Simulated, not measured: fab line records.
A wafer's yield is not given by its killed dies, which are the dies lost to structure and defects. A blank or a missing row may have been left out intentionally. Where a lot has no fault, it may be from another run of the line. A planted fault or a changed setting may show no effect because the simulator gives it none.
Which of the tools did it? -- flow sky130 -- 12 lots with 35 wafers sampled at 4 steps, on a route of 708 steps

WHAT THE GAUGES SHOWED, per wafer
SKY_VIA2_THK_MEAS_01.
lot,measured,on,VIA2_HDPCVD_THK (nm)
L403,day 36 17:35,filmMetro-04,1200 1168 1199
L404,day 37 07:29,filmMetro-04,1183 1182 1166
L408,day 38 05:17,filmMetro-03,1168 1321 1309
L413,day 39 13:58,filmMetro-03,1201 1303
L416,day 40 13:23,filmMetro-03,1192 1179 1160
L418,day 40 20:46,filmMetro-01,1184 1202 1186
L419,day 41 10:31,filmMetro-03,1183 1204 1201
L420,day 41 14:23,filmMetro-04,1181 1189 1192
L421,day 41 23:13,filmMetro-03,1158 1177 1181
L422,day 42 00:55,filmMetro-03,1193 1185 1189
L423,day 42 05:58,filmMetro-01,1164 1163 1186
L425,day 42 14:50,filmMetro-04,1183 1164 1189

WHAT TOOL EACH LOT RAN ON (gives the tool, then ch and the chambers of the sampled wafers, and finally the start)
lot,SKY_METAL2_SPUTTER_00,SKY_METAL2_SPUTTER_02,SKY_VIA2_HDPCVD_00
L403,"pvdSputter-01, day 35 14:07","pvdSputter-01, day 35 14:10","hdpcvd-01 ch 0,1,2, day 36 17:28"
L404,"pvdSputter-03, day 36 03:26","pvdSputter-03, day 36 03:29","hdpcvd-02 ch 0,1,2, day 37 07:22"
L408,"pvdSputter-02, day 37 00:56","pvdSputter-02, day 37 00:59","hdpcvd-02 ch 0,1, day 38 05:06"
L413,"pvdSputter-01, day 38 11:10","pvdSputter-01, day 38 11:13","hdpcvd-02 ch 1,2, day 39 13:51"
L416,"pvdSputter-03, day 39 10:19","pvdSputter-03, day 39 10:22","hdpcvd-01 ch 0,1,2, day 40 13:17"
L418,"pvdSputter-01, day 39 18:44","pvdSputter-01, day 39 18:47","hdpcvd-01 ch 0,1, day 40 20:37"
L419,"pvdSputter-01, day 40 08:12","pvdSputter-01, day 40 08:14","hdpcvd-01 ch 0,1,2, day 41 10:22"
L420,"pvdSputter-01, day 40 12:10","pvdSputter-01, day 40 12:13","hdpcvd-01 ch 0,2, day 41 14:14"
L421,"pvdSputter-01, day 40 21:30","pvdSputter-01, day 40 21:32","hdpcvd-02 ch 0,1,2, day 41 23:08"
L422,"pvdSputter-01, day 40 23:48","pvdSputter-01, day 40 23:50","hdpcvd-01 ch 0,1,2, day 42 00:46"
L423,"pvdSputter-02, day 41 04:15","pvdSputter-02, day 41 04:17","hdpcvd-02 ch 0,2, day 42 05:50"
L425,"pvdSputter-02, day 41 13:09","pvdSputter-02, day 41 13:12","hdpcvd-02 ch 0,1,2, day 42 14:42"
- SKY_METAL2_SPUTTER_00: material Ti, target thk 15 nm, time 10 s.
- SKY_METAL2_SPUTTER_02: material AlCu, target thk 250 nm, time 13.3 s.
- SKY_VIA2_HDPCVD_00: deposits SiO2, target thk 1180 nm, time 196.7 s.

AS READ BY THE TOOLS THEMSELVES (means over the sampled wafers that have a number; for cases with no such wafer, the mark the record gives instead)
SKY_METAL2_SPUTTER_00.
lot,tool,throttleValvePct (%)
L403,pvdSputter-01,31.7
L404,pvdSputter-03,29.8
L408,pvdSputter-02,29.9
L413,pvdSputter-01,31.6
L416,pvdSputter-03,29.2
L418,pvdSputter-01,31.4
L419,pvdSputter-01,31.7
L420,pvdSputter-01,31.4
L421,pvdSputter-01,31.4
L422,pvdSputter-01,31.6
L423,pvdSputter-02,29.6
L425,pvdSputter-02,29.5

SKY_METAL2_SPUTTER_02.
lot,tool,throttleValvePct (%)
L403,pvdSputter-01,31.6
L404,pvdSputter-03,29.7
L408,pvdSputter-02,29.8
L413,pvdSputter-01,31.4
L416,pvdSputter-03,29.2
L418,pvdSputter-01,31.5
L419,pvdSputter-01,31.8
L420,pvdSputter-01,31.4
L421,pvdSputter-01,31.4
L422,pvdSputter-01,31.6
L423,pvdSputter-02,29.5
L425,pvdSputter-02,29.5

SKY_VIA2_HDPCVD_00.
lot,tool,pressureMtorr (mTorr),runLengthS (s)
L403,hdpcvd-01,5.994,224.5
L404,hdpcvd-02,6.005,224.1
L408,hdpcvd-02,6.001,239.7
L413,hdpcvd-02,5.995,235.9
L416,hdpcvd-01,6.008,225.0
L418,hdpcvd-01,6.002,224.8
L419,hdpcvd-01,6.007,224.6
L420,hdpcvd-01,5.991,224.6
L421,hdpcvd-02,5.991,224.2
L422,hdpcvd-01,5.993,224.8
L423,hdpcvd-02,6.000,223.5
L425,hdpcvd-02,6.006,224.1

THE ANSWER, worked out from the rows above alone
Rule: usual is defined by the lots themselves. The widest of any qualifying gaps counts: lots, ordered by their means at a reading, are off when they make up no more than a third of the lots, leave a main group of 4 or more, and stand apart from it by 3 or more times the standard deviation of that group's means. If all means in a main group match to the digits the tables above print for the reading, that group is not used. Also off: a lot with no number at a reading for which 4 or more lots have one. The other lots that the step has rows for count as sound. Order of review: gauges by route order, followed by the tools' own readings, for which a lot's mean as printed above is used. At the first step where some lot is off, the reading lying furthest off is the one used; lots without a number count as furthest.
Off: at SKY_VIA2_THK_MEAS_01 (VIA2_HDPCVD_THK), L408, L413. Mean 1183 nm and standard deviation 8.2 in the main group.
If a tool, at a process step before that reading, ran all the lots that are off and no sound lot after the first of them, it fits. Not tried: the gauges at SKY_VIA2_THK_MEAS_01; whatever is off there is also off at SKY_VIA2_HDPCVD_00, on other tools, and gauge error can't account for it. None of those tried fits.

WHAT THE SIMULATOR HAD INSERTED
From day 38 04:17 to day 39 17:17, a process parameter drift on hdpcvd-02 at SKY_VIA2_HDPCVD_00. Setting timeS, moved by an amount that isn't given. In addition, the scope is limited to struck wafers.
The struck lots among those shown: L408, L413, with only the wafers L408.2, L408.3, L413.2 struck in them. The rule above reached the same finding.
